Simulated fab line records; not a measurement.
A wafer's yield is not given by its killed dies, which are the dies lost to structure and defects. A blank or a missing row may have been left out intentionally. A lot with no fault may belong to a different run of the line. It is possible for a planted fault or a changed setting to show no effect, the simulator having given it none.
fab line records    flow sky130
record: lots: 6  wafers: 18  lastDay: 50
route steps=708 shown NWELL@82 PWDE@84 VT_ADJUST_HVTP@85 VT_ADJUST_LVTN@97 PAD_OPEN@708
lots untouched by any fault: they come from a run of this same line in which no faults occurred
startH: hours from the record's opening day to when the first of the lot's shown wafers began    waitH: how many hours have passed since the lot's step before this one    " as in the row above    L1.1+2: one row covering several wafers at once    - either no value or no given start    * or withheld: withheld    < > ~ a bound
route shown NAME@n: a module of which the file shows steps, and the number in the route of the first    usual: mean and standard deviation over wafers with no fault    same: alike in all rows    chamber/n: place in a boat    sites: readings site by site    _std_site: the standard deviation of these    _edge_site: outer sites' mean less inner sites'    radiusMm: how far each site lies from the wafer's centre    mask NAME#n: copy n    behind: the tool/chamber that last shaped the wafer    hold: what put the lot on hold/how long, in hours/how the hold closed    device: transistor that didn't switch, given as n, p or np    end of line: tests of these same wafers at the route's end    where a step has no rows: the recipe by itself    killed: the dies lost at the first sort to structure and to defects; this is not the yield of the wafer    map: shows each die of a wafer: x if killed, . if not, _ if none is there
set.NAME: setting as actually run; set.NAME@STEP: the setting as run at that earlier step    model.NAME: the simulator's own value behind a step, which no gauge read
lots at some steps of the route; a table a step, a row a wafer
services: a tool's chamber out of use, with start hour (startH, from the record's first day; less than 0 if before it), hours out, and reason
== steps ==
step: SKY_NWELL_RS_MEAS_29
recipe: thkMeasGauge: four-point-probe
usual: NWELL_RS: 625.6/1.9
lot.wafer  tool          chamber  startH  waitH  NWELL_RS[ohm/sq]
L990.3     filmMetro-04  -        134.69  0.1    626.4
L990.4     "             -        "       "      626.0
L990.5     "             -        "       "      625.5
L995.2     filmMetro-02  -        159.00  0.1    626.6
L995.3     "             -        "       "      625.5
L995.4     "             -        "       "      624.8
L997.1     filmMetro-04  -        167.56  0.1    625.8
L997.2     "             -        "       "      626.4
L997.5     "             -        "       "      628.0
L998.4     filmMetro-04  -        173.09  0.1    627.0
L998.5     "             -        "       "      626.5
L998.6     "             -        "       "      626.1
L107.1     filmMetro-04  -        227.23  0.1    630.0
L107.3     "             -        "       "      627.8
L107.4     "             -        "       "      626.7
L109.1     filmMetro-03  -        238.45  0.1    625.2
L109.2     "             -        "       "      625.3
L109.6     "             -        "       "      625.2
step: SKY_NWELL_RS_MEAS_31
recipe: thkMeasGauge: four-point-probe
usual: PWDE_RS: 5279/20
lot.wafer  tool          chamber  startH  waitH  PWDE_RS[ohm/sq]
L990.3     filmMetro-04  -        134.93  0.1    5278
L990.4     "             -        "       "      5256
L990.5     "             -        "       "      5273
L995.2     filmMetro-02  -        159.24  0.1    5281
L995.3     "             -        "       "      5298
L995.4     "             -        "       "      5287
L997.1     filmMetro-04  -        167.80  0.1    5302
L997.2     "             -        "       "      5336
L997.5     "             -        "       "      5303
L998.4     filmMetro-04  -        173.33  0.1    5283
L998.5     "             -        "       "      5294
L998.6     "             -        "       "      5283
L107.1     filmMetro-04  -        227.47  0.1    5288
L107.3     "             -        "       "      5269
L107.4     "             -        "       "      5286
L109.1     filmMetro-03  -        238.69  0.1    5294
L109.2     "             -        "       "      5290
L109.6     "             -        "       "      5286
step: SKY_VT_ADJUST_HVTP_DEHYDRATE_00
recipe: tempC: 200  timeS: 60
step: SKY_VT_ADJUST_HVTP_HMDS_01
recipe: primeTimeS: 60  primeTempC: 120
step: SKY_VT_ADJUST_HVTP_COAT_02
recipe: resist: NOVOLAK  spinRpm: 3000  resistThkNm: 1140
step: SKY_VT_ADJUST_HVTP_SOFTBAKE_03
recipe: tempC: 90  timeS: 60  resist: NOVOLAK
step: SKY_VT_ADJUST_HVTP_EXPOSE_04
recipe: maskId: HVTPM  na: 0.6  sourceShape: conventional  sigmaOuter: 0.6  polarization: unpolarized  targetCdNm: 380  doseMj: 140
step: SKY_VT_ADJUST_HVTP_PEB_05
recipe: tempC: withheld  timeS: *  resist: NOVOLAK
step: SKY_VT_ADJUST_HVTP_DEVELOP_06
recipe: resist: NOVOLAK  developer: TMAH  developTimeS: 60  devTempC: 23
step: SKY_VT_ADJUST_HVTP_CD_MEAS_07
recipe: targetCdNm: 380
usual: cdNm: 380.6/2.6
lot.wafer  tool      chamber  startH  waitH  cdNm
L990.3     cdSem-02  -        154.88  0.1    378.1
L990.4     "         -        "       "      378.6
L990.5     "         -        "       "      379.9
L995.2     cdSem-01  -        179.40  0.1    380.5
L995.3     "         -        "       "      381.8
L995.4     "         -        "       "      382.7
L997.1     cdSem-01  -        187.80  0.1    380.0
L997.2     "         -        "       "      379.8
L997.5     "         -        "       "      380.5
L998.4     cdSem-01  -        193.79  0.1    379.7
L998.5     "         -        "       "      379.1
L998.6     "         -        "       "      383.7
L107.1     cdSem-01  -        250.39  0.1    379.0
L107.3     "         -        "       "      381.1
L107.4     "         -        "       "      379.9
L109.1     cdSem-01  -        262.09  0.1    378.1
L109.2     "         -        "       "      378.2
L109.6     "         -        "       "      379.7
step: SKY_VT_ADJUST_HVTP_OVL_MEAS_08
usual: VT_ADJUST_HVTP_OVL: -0.4/1.2
lot.wafer  tool        chamber  startH  waitH  VT_ADJUST_HVTP_OVL[nm]
L990.3     overlay-01  -        154.97  0.1    -3.7
L990.4     "           -        "       "      -0.4
L990.5     "           -        "       "      -1.3
L995.2     overlay-02  -        179.51  0.1    -0.5
L995.3     "           -        "       "      -2.3
L995.4     "           -        "       "      -0.5
L997.1     overlay-02  -        187.92  0.1    -0.7
L997.2     "           -        "       "      -1.0
L997.5     "           -        "       "      -0.7
L998.4     overlay-02  -        193.87  0.1    -1.0
L998.5     "           -        "       "      -2.8
L998.6     "           -        "       "      -0.6
L107.1     overlay-01  -        250.51  0.1    -0.2
L107.3     "           -        "       "      0.5
L107.4     "           -        "       "      -0.3
L109.1     overlay-02  -        262.21  0.1    0.3
L109.2     "           -        "       "      -0.9
L109.6     "           -        "       "      0.5
step: SKY_VT_ADJUST_HVTP_IMPLANT_09
recipe: species: As  energyKev: 150  doseCm2: 4.3e+12  tiltDeg: withheld
usual: beamEnergyKeV: 150.00/0.051  faradayCurrentUA: 24.2/0.5
lot.wafer  tool          chamber  startH  waitH  beamEnergyKeV  faradayCurrentUA  model.implant.rpNm  model.implant.drpNm
L990.3     implanter-02  0        155.04  0.1    149.90         24.7              82.95               33.4
L990.4     "             0        "       "      149.95         23.6              82.95               33.4
L990.5     "             0        "       "      149.97         24.3              82.95               33.4
L995.2     implanter-01  0        179.56  0.0    150.06         24.4              84.76               33.4
L995.3     "             0        "       "      150.00         25.3              84.76               33.4
L995.4     "             0        "       "      150.07         23.6              84.76               33.4
L997.1     implanter-02  0        187.96  0.0    150.04         23.6              84.28               33.4
L997.2     "             0        "       "      150.07         24.0              84.28               33.4
L997.5     "             0        "       "      150.02         23.8              84.28               33.4
L998.4     implanter-01  0        193.96  0.1    150.01         25.2              83.24               33.4
L998.5     "             0        "       "      150.06         24.3              83.24               33.4
L998.6     "             0        "       "      150.02         24.8              83.24               33.4
L107.1     implanter-02  0        250.54  0.0    169.36         24.9              95.86               36.91
L107.3     "             0        "       "      169.29         24.3              95.86               36.91
L107.4     "             0        "       "      169.37         24.3              95.86               36.91
L109.1     implanter-02  0        262.24  0.0    169.40         24.3              94.48               36.91
L109.2     "             0        "       "      169.34         23.6              94.48               36.91
L109.6     "             0        "       "      169.40         24.1              94.48               36.91
step: SKY_VT_ADJUST_HVTP_STRIP_10
recipe: chemistry: O2/N2  powerW: 1400  pressureMtorr: 1500  platenTempC: withheld  o2FlowSccm: 3000  n2FlowSccm: 300  overashFraction: 0.5
usual: drypumpMotorCurrentA: 5.6/0.62  oesProductAu: 0.716/0.0046  stripTimeToEndpointS: 14.17/0.037
lot.wafer  tool            chamber  startH  waitH  drypumpMotorCurrentA  oesProductAu  rfHoursCounterH  stripTimeToEndpointS
L990.3     plasmaAsher-02  0        155.18  0.1    4.9                   0.720         -                14.18
L990.4     "               1        "       "      5.4                   0.719         -                14.12
L990.5     "               1        "       "      5.4                   0.721         -                14.11
L995.2     plasmaAsher-03  1        179.69  0.1    6.3                   0.713         6                14.21
L995.3     "               1        "       "      6.3                   0.714         -                14.23
L995.4     "               0        "       "      4.9                   0.708         -                14.19
L997.1     plasmaAsher-03  0        188.11  0.1    4.9                   0.720         7                14.13
L997.2     "               1        "       "      6.3                   0.719         7                14.11
L997.5     "               0        "       "      4.9                   0.710         -                14.16
L998.4     plasmaAsher-03  1        194.07  0.1    6.3                   0.717         -                14.18
L998.5     "               0        "       "      4.9                   0.717         -                14.15
L998.6     "               1        "       "      6.3                   0.717         -                14.18
L107.1     plasmaAsher-02  1        250.69  0.1    5.4                   0.714         56               14.18
L107.3     "               0        "       "      4.9                   0.715         -                14.19
L107.4     "               1        "       "      5.4                   0.721         -                14.20
L109.1     plasmaAsher-01  0        262.39  0.1    6.4                   0.725         57               14.22
L109.2     "               1        "       "      5.6                   0.721         57               14.24
L109.6     "               0        "       "      6.4                   0.726         -                14.23
step: SKY_VT_ADJUST_HVTP_TW_MEAS_11
usual: VT_ADJUST_HVTP_TW: 1354/11
lot.wafer  tool          chamber  startH  waitH  VT_ADJUST_HVTP_TW
L990.3     filmMetro-03  -        155.26  0.1    1368
L990.4     "             -        "       "      1359
L990.5     "             -        "       "      1364
L995.2     filmMetro-02  -        179.80  0.1    1350
L995.3     "             -        "       "      1346
L995.4     "             -        "       "      1342
L997.1     filmMetro-03  -        188.21  0.1    1366
L997.2     "             -        "       "      1368
L997.5     "             -        "       "      1368
L998.4     filmMetro-02  -        194.17  0.1    1338
L998.5     "             -        "       "      1331
L998.6     "             -        "       "      1345
L107.1     filmMetro-03  -        250.79  0.1    1417
L107.3     "             -        "       "      1408
L107.4     "             -        "       "      1407
L109.1     filmMetro-03  -        262.49  0.1    1418
L109.2     "             -        "       "      1419
L109.6     "             -        "       "      1410
step: SKY_VT_ADJUST_LVTN_DEHYDRATE_00
recipe: tempC: 200  timeS: 60
step: SKY_PAD_OPEN_PROBE_99
usual: killed_at_M0_to_M3: 43/7  killed_at_M4_up: 3.1/1.9  killedAtContacts: 25/6.1  killedAtFrontEnd: 15/4.5  killedAtOther: 0.3/0.55  killedDies: 87/8.9  killedOnRim: 17/4  killedOpen: 47/6.4  killedShort: 40/6.6
same: grossDies: 492  killedAtBackSide: 0
lot.wafer  tool       chamber  startH   waitH  killed_at_M0_to_M3  killed_at_M4_up  killedAtContacts  killedAtFrontEnd  killedAtOther  killedDies  killedOnRim  killedOpen  killedShort  model.etest.tipP.rsOhmSq  model.etest.pfet_01v8.rOnOhmUm  model.etest.pfet_01v8.driveUaUm  model.etest.pfet_01v8_mvt.driveUaUm  model.etest.pfet_01v8_hvt.driveUaUm  model.etest.sramPfetLatch.driveUaUm  model.etest.pfet_01v8_mvt.offLog10AUm  model.etest.pfet_01v8.offLog10AUm
L990.3     prober-02  -        1106.37  0.2    47                  7                28                7                 0              89          14           47          41           6933                      2928                            187.3                            149.6                                140.7                                137.4                                -10.88                                 -9.851
L990.4     prober-02  -        1106.42  0.2    43                  5                30                16                0              94          16           54          40           6914                      2971                            187.3                            148.1                                138.2                                140.9                                -10.75                                 -10.09
L990.5     prober-02  -        1106.47  0.2    49                  0                26                9                 0              84          23           45          38           6960                      2864                            194.6                            153.5                                144.7                                142.8                                -10.77                                 -9.87
L995.2     prober-02  -        1136.22  0.1    37                  4                37                12                0              90          14           51          39           6823                      2844                            197.1                            154.5                                146.5                                146.4                                -10.73                                 -9.589
L995.3     prober-02  -        1136.27  0.2    53                  2                29                12                0              96          20           49          47           6818                      2794                            201.4                            155.9                                151.9                                144                                  -10.38                                 -9.254
L995.4     prober-02  -        1136.32  0.2    40                  3                34                10                0              87          15           46          40           6877                      2778                            200.6                            157.3                                150.4                                151.9                                -10.49                                 -9.291
L997.1     prober-02  -        1141.47  0.1    36                  3                29                11                0              79          15           51          27           6801                      2892                            195.5                            155.2                                145.5                                148.6                                -10.41                                 -9.467
L997.2     prober-02  -        1141.52  0.1    27                  4                33                18                0              82          19           36          46           6796                      2923                            192.2                            155.1                                143.9                                140.3                                -10.79                                 -9.77
L997.5     prober-02  -        1141.67  0.2    44                  3                29                19                1              96          19           51          43           6792                      2933                            192.2                            152                                  140.7                                136.5                                -10.46                                 -9.706
L998.4     prober-01  -        1146.17  0.2    41                  4                24                23                1              93          16           45          46           6866                      2882                            192.4                            151.9                                143.9                                139.6                                -10.6                                  -9.746
L998.5     prober-01  -        1146.22  0.2    48                  2                14                18                2              84          19           40          40           6896                      2889                            191.3                            152.2                                142.2                                145.1                                -10.82                                 -9.805
L998.6     prober-01  -        1146.27  0.2    43                  2                31                12                1              89          22           49          38           6826                      2948                            189.8                            149.7                                140.6                                135.5                                -10.79                                 -9.592
L107.1     prober-02  -        1187.93  0.1    47                  2                22                15                1              87          17           46          41           6406                      2637                            214.1                            173.2                                160                                  164.1                                -8.787                                 -8.366
L107.3     prober-02  -        1188.03  0.2    46                  1                28                12                0              87          18           45          42           6424                      2688                            216.6                            172.7                                162.2                                164.5                                -8.877                                 -8.47
L107.4     prober-02  -        1188.08  0.2    47                  2                23                14                0              86          20           44          42           6424                      2656                            216                              173.2                                160.5                                159                                  -8.926                                 -8.398
L109.1     prober-01  -        1198.71  0.1    38                  2                23                16                0              79          13           38          41           -                         -                               -                                -                                    -                                    -                                    -                                      -
L109.2     prober-01  -        1198.76  0.1    48                  1                23                9                 0              81          15           47          34           -                         -                               -                                -                                    -                                    -                                    -                                      -
L109.6     prober-01  -        1198.96  0.2    53                  8                26                20                0              107         18           53          54           -                         -                               -                                -                                    -                                    -                                    -                                      -
killed by level:class
L990.3 METAL2:geometricParticle:short=11 LI_CONTACT:geometricParticle:open=8 CONTACT:geometricParticle:open=8 VIA1:geometricParticle:open=8 CONTACT:geometricParticle:short=7 VIA3:geometricParticle:open=7 VIA1:geometricParticle:short=4 VIA2:geometricParticle:open=4
L990.4 VIA1:geometricParticle:open=12 CONTACT:geometricParticle:open=10 VIA2:geometricParticle:open=9 LI_CONTACT:geometricParticle:open=7 CONTACT:geometricParticle:short=6 METAL2:geometricParticle:short=6 FIELD_ISO:geometricParticle:short=4 FIELD_ISO:geometricParticle:open=4
L990.5 LI_CONTACT:geometricParticle:open=10 VIA1:geometricParticle:open=10 VIA3:geometricParticle:open=9 CONTACT:geometricParticle:open=8 METAL2:geometricParticle:short=7 CONTACT:geometricParticle:short=6 VIA1:geometricParticle:short=6 VIA2:geometricParticle:open=5
L995.2 CONTACT:geometricParticle:open=14 LI_CONTACT:geometricParticle:open=8 VIA3:geometricParticle:open=8 LOCAL_INTERCONNECT:geometricParticle:short=5 CONTACT:geometricParticle:short=5 VIA1:geometricParticle:short=5 VIA1:geometricParticle:open=5 FIELD_ISO:geometricParticle:open=4
L995.3 LI_CONTACT:geometricParticle:open=10 CONTACT:geometricParticle:open=9 VIA1:geometricParticle:open=9 VIA3:geometricParticle:open=7 METAL2:geometricParticle:short=6 VIA2:geometricParticle:short=6 METAL1:geometricParticle:short=5 VIA1:geometricParticle:short=5
L995.4 VIA2:geometricParticle:open=11 CONTACT:geometricParticle:open=10 LI_CONTACT:geometricParticle:open=7 CONTACT:geometricParticle:short=6 METAL1:geometricParticle:short=6 VIA1:geometricParticle:open=6 LOCAL_INTERCONNECT:geometricParticle:short=5 VIA3:geometricParticle:open=5
L997.1 CONTACT:geometricParticle:open=14 VIA1:geometricParticle:open=12 LI_CONTACT:geometricParticle:open=8 VIA3:geometricParticle:open=5 METAL1:geometricParticle:short=4 VIA1:geometricParticle:short=4 VIA2:geometricParticle:open=4 FIELD_ISO:geometricParticle:open=3
L997.2 CONTACT:geometricParticle:open=13 CONTACT:geometricParticle:short=9 LI_CONTACT:geometricParticle:open=7 POLY_GATE:geometricParticle:short=6 METAL2:geometricParticle:short=6 VIA3:geometricParticle:open=6 FIELD_ISO:geometricParticle:short=5 METAL1:geometricParticle:short=4
L997.5 VIA1:geometricParticle:open=16 CONTACT:geometricParticle:open=11 FIELD_ISO:geometricParticle:short=7 CONTACT:geometricParticle:short=7 METAL3:geometricParticle:short=7 FIELD_ISO:geometricParticle:open=6 LI_CONTACT:geometricParticle:open=5 VIA3:geometricParticle:open=5
L998.4 FIELD_ISO:geometricParticle:short=8 CONTACT:geometricParticle:open=7 VIA3:geometricParticle:open=7 LI_CONTACT:geometricParticle:open=5 METAL1:geometricParticle:short=5 METAL2:geometricParticle:short=5 FIELD_ISO:geometricParticle:open=4 LI_CONTACT:geometricParticle:short=4
L998.5 VIA2:geometricParticle:open=13 METAL2:geometricParticle:short=9 VIA1:geometricParticle:open=7 POLY_GATE:geometricParticle:open=6 VIA3:geometricParticle:open=4 POLY_GATE:geometricParticle:short=4 CONTACT:geometricParticle:short=4 METAL1:geometricParticle:short=4
L998.6 CONTACT:geometricParticle:open=15 VIA1:geometricParticle:open=11 METAL2:geometricParticle:short=6 VIA2:geometricParticle:open=5 VIA1:geometricParticle:short=5 FIELD_ISO:geometricParticle:short=4 LI_CONTACT:geometricParticle:open=4 LOCAL_INTERCONNECT:geometricParticle:short=4
L107.1 VIA1:geometricParticle:open=17 LOCAL_INTERCONNECT:geometricParticle:short=7 FIELD_ISO:geometricParticle:open=6 METAL1:geometricParticle:short=6 VIA2:geometricParticle:open=6 LI_CONTACT:geometricParticle:open=4 VIA1:geometricParticle:short=4 LI_CONTACT:geometricParticle:short=3
L107.3 VIA1:geometricParticle:open=11 LOCAL_INTERCONNECT:geometricParticle:short=8 LI_CONTACT:geometricParticle:open=7 CONTACT:geometricParticle:open=7 VIA1:geometricParticle:short=7 VIA2:geometricParticle:open=7 METAL2:geometricParticle:short=6 METAL1:geometricParticle:short=6
L107.4 VIA3:geometricParticle:open=11 VIA2:geometricParticle:open=9 CONTACT:geometricParticle:open=8 CONTACT:geometricParticle:short=6 METAL1:geometricParticle:short=6 VIA1:geometricParticle:short=6 FIELD_ISO:geometricParticle:short=4 FIELD_ISO:geometricParticle:open=4
L109.1 CONTACT:geometricParticle:open=9 VIA1:geometricParticle:open=9 METAL2:geometricParticle:short=8 FIELD_ISO:geometricParticle:short=6 LOCAL_INTERCONNECT:geometricParticle:short=5 METAL1:geometricParticle:short=5 POLY_GATE:geometricParticle:short=4 LI_CONTACT:geometricParticle:open=4
L109.2 VIA3:geometricParticle:open=10 VIA1:geometricParticle:open=9 CONTACT:geometricParticle:short=6 METAL2:geometricParticle:short=6 FIELD_ISO:geometricParticle:open=5 CONTACT:geometricParticle:open=5 VIA2:geometricParticle:short=5 VIA3:geometricParticle:short=5
L109.6 VIA1:geometricParticle:open=14 LI_CONTACT:geometricParticle:open=7 CONTACT:geometricParticle:open=7 METAL2:geometricParticle:short=7 FIELD_ISO:geometricParticle:short=6 VIA1:geometricParticle:short=6 METAL4:geometricParticle:short=6 VIA2:geometricParticle:short=6
== services ==
tool            chamber  startH  hours  kind
plasmaAsher-02  -        153.70  0.9    repair
plasmaAsher-02  -        184.78  1.8    repair
plasmaAsher-02  -        201.39  14.6   pm
implanter-01    -        223.06  3.5    repair
implanter-01    -        258.89  4.4    pm
== key ==
firstSign: step: SKY_VT_ADJUST_HVTP_IMPLANT_09  reading: beamEnergyKeV  direction: up  sigmas: 99+  usual: *  struck: *
effect: step: SKY_VT_ADJUST_HVTP_TW_MEAS_11  reading: VT_ADJUST_HVTP_TW  direction: up  sigmas: 5.6  usual: 1354  struck: 1413
modelEffect: step: SKY_VT_ADJUST_HVTP_IMPLANT_09  value: implant.rpNm  without: 84.79  struck: 95.17
modelEffect: step: SKY_PAD_OPEN_PROBE_99  value: etest.tipP.rsOhmSq  without: 6809  struck: 6418
metAt SKY_VT_ADJUST_HVTP_IMPLANT_09
struckWafers L107.1,L107.3,L107.4,L109.1,L109.2,L109.6
testerLeftOut L107,L109
onsetBetween 187.96 250.54
fault: kind: processParameterDrift  tool: implanter-02  chamber: -  onsetH: 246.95  steps: SKY_VT_ADJUST_HVTP_IMPLANT_09  channel: energyKev  offset: *  shape: step  endH: 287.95  actsIn: *  stated: *
testerLeftOut: of these lots the tester's yield and bins aren't shown, on N5 and GAA mostly nor the transistor test; their killed dies are dies lost to structure and defects alone, not to doping, threshold or leakage, so they don't give the yield
